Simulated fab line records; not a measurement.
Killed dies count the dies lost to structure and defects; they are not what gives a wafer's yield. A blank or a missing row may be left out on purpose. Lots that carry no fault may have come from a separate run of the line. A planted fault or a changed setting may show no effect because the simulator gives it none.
Tool commonality check + flow sky130 + Sample size 11 lots and 33 wafers

WHY IT WAS OPENED
Of 11 lots, 2 have the reading SD_N_RS flagged at SKY_SD_N_RS_MEAS_16. Fault-free wafers read 68.59 ohm/sq, with a standard deviation of 0.12.
Rule: a lot gets a flag if all its wafers with a number sit over 4 standard deviations from that mean, or if no wafer of it has a number. The other lots count as sound.

| lot  | measured     | on           | SD_N_RS (ohm/sq), wafer by wafer | flag    |
|------|--------------|--------------|----------------------------------|---------|
| L344 | day 28 11:25 | filmMetro-02 | 68.58 68.72 68.54                |         |
| L345 | day 28 12:20 | filmMetro-02 | 68.55 68.64 68.68                |         |
| L351 | day 31 07:04 | filmMetro-01 | 71.17 71.37 71.17                | FLAGGED |
| L354 | day 31 21:12 | filmMetro-02 | 71.36 71.28 71.33                | FLAGGED |
| L357 | day 32 17:25 | filmMetro-01 | 68.33 68.45 68.49                |         |
| L359 | day 33 09:17 | filmMetro-03 | 68.50 68.57 68.62                |         |
| L360 | day 33 17:35 | filmMetro-01 | 68.44 68.41 68.31                |         |
| L362 | day 34 03:40 | filmMetro-01 | 68.59 68.59 68.45                |         |
| L363 | day 34 08:51 | filmMetro-02 | 68.70 68.64 68.75                |         |
| L364 | day 34 15:19 | filmMetro-02 | 68.94 68.69 68.62                |         |
| L366 | day 35 12:36 | filmMetro-02 | 68.78 68.70 68.68                |         |
On average the flagged lots' numbers are 71.28 ohm/sq, which is +2.69 ohm/sq against the usual, or +22 standard deviations.

WHICH TOOL EACH LOT WENT THROUGH
The record keeps 1 process step preceding the reading, out of 708 steps on the route. Every cell lists first the tool, next ch and the chambers used by the sampled wafers, and last the start.
| lot  | flag    | SKY_SD_N_RTA_14                 |
|------|---------|---------------------------------|
| L344 |         | rtpAnneal-01 ch 0, day 28 11:13 |
| L345 |         | rtpAnneal-02 ch 0, day 28 12:10 |
| L351 | FLAGGED | rtpAnneal-01 ch 0, day 31 06:54 |
| L354 | FLAGGED | rtpAnneal-01 ch 0, day 31 21:02 |
| L357 |         | rtpAnneal-02 ch 0, day 32 17:14 |
| L359 |         | rtpAnneal-02 ch 0, day 33 09:07 |
| L360 |         | rtpAnneal-02 ch 0, day 33 17:25 |
| L362 |         | rtpAnneal-01 ch 0, day 34 03:29 |
| L363 |         | rtpAnneal-02 ch 0, day 34 08:41 |
| L364 |         | rtpAnneal-01 ch 0, day 34 15:08 |
| L366 |         | rtpAnneal-01 ch 0, day 35 12:26 |
What is done by these steps:
- SKY_SD_N_RTA_14: time 2 s.
- SKY_SD_N_RS_MEAS_16: measures by four-point-probe.

FLAGGED AGAINST TOTAL, ONE TOOL AT A TIME (gauges that did the reading follow at the end)
| step                | tool         | lots run | flagged | share of the flagged lots | sound lots run after its first flagged lot |
|---------------------|--------------|----------|---------|---------------------------|--------------------------------------------|
| SKY_SD_N_RTA_14     | rtpAnneal-01 | 6        | 2       | all                       | 3 (L362,L364,L366)                         |
| SKY_SD_N_RTA_14     | rtpAnneal-02 | 5        | 0       | none                      | -                                          |
| SKY_SD_N_RS_MEAS_16 | filmMetro-01 | 4        | 1       | some                      | 3 (L357,L360,L362)                         |
| SKY_SD_N_RS_MEAS_16 | filmMetro-02 | 6        | 1       | some                      | 3 (L363,L364,L366)                         |
| SKY_SD_N_RS_MEAS_16 | filmMetro-03 | 1        | 0       | none                      | -                                          |

WHAT IS ALLOWED BY THE TABLE
In the table, 1 row covers all flagged lots: rtpAnneal-01 at SKY_SD_N_RTA_14.
- rtpAnneal-01 at SKY_SD_N_RTA_14 ran 6 lots, 2 of them flagged. Lots that were sound ran on it after the first flagged one (L362, L364, L366); a persistent fault on the entire tool would not allow that.
Not one row of the table ran every flagged lot while running no sound lot after the first.

WHAT THE SIMULATOR PUT IN
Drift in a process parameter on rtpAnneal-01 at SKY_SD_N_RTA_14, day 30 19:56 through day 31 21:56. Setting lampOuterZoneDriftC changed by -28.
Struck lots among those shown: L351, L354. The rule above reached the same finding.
